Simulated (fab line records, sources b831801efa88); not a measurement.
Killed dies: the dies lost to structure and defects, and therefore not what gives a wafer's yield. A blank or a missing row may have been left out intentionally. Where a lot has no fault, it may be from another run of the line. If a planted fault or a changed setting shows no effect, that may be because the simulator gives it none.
Which tool was responsible? ; flow sky130 ; 6 lots, 17 wafers sampled, at 2 steps of a route of 708

== WHAT THE GAUGES SHOWED, per wafer ==
SKY_VIA2_BOW_MEAS_03.
lot;measured;on;VIA2_BOW (um)
L916;day 35 10:41;film-metro-01;93 83 85
L919;day 36 16:54;film-metro-01;86 94 70
L925;day 38 08:01;film-metro-04;91 84
L932;day 40 12:15;film-metro-04;96 82 71
L935;day 41 03:41;film-metro-04;99 78 96
L938;day 41 17:07;film-metro-04;77 82 84

== EACH LOT AND THE TOOL THAT RAN IT (in order: tool; ch and the chambers of the sampled wafers; start) ==
lot;SKY_VIA1_SPUTTER_20
L916;pvd-sputter-02, day 34 06:34
L919;pvd-sputter-01, day 35 12:22
L925;pvd-sputter-02, day 37 04:10
L932;pvd-sputter-01, day 39 09:24
L935;pvd-sputter-01, day 40 00:57
L938;pvd-sputter-03, day 40 16:10
- SKY_VIA1_SPUTTER_20: material TiN, target thk 20 nm, time 80 s.

== THE ANSWER, worked out from the rows above alone ==
Rule: what is usual is taken from the lots themselves. The widest of any qualifying gaps counts: lots, ordered by their means at a reading, are off when they make up no more than a third of the lots, leave a main group of 4 or more, and stand apart from it by 3 or more times the standard deviation of that group's means. Not used: any main group whose means are identical at the precision the tables above print for the reading. Also off: a lot with no number at a reading for which 4 or more lots have one. Any other lot the step has rows for is counted as sound.
Across all readings shown, no lot is off: no conclusion can be drawn from this.

== WHAT HAD BEEN PUT IN BY THE SIMULATOR ==
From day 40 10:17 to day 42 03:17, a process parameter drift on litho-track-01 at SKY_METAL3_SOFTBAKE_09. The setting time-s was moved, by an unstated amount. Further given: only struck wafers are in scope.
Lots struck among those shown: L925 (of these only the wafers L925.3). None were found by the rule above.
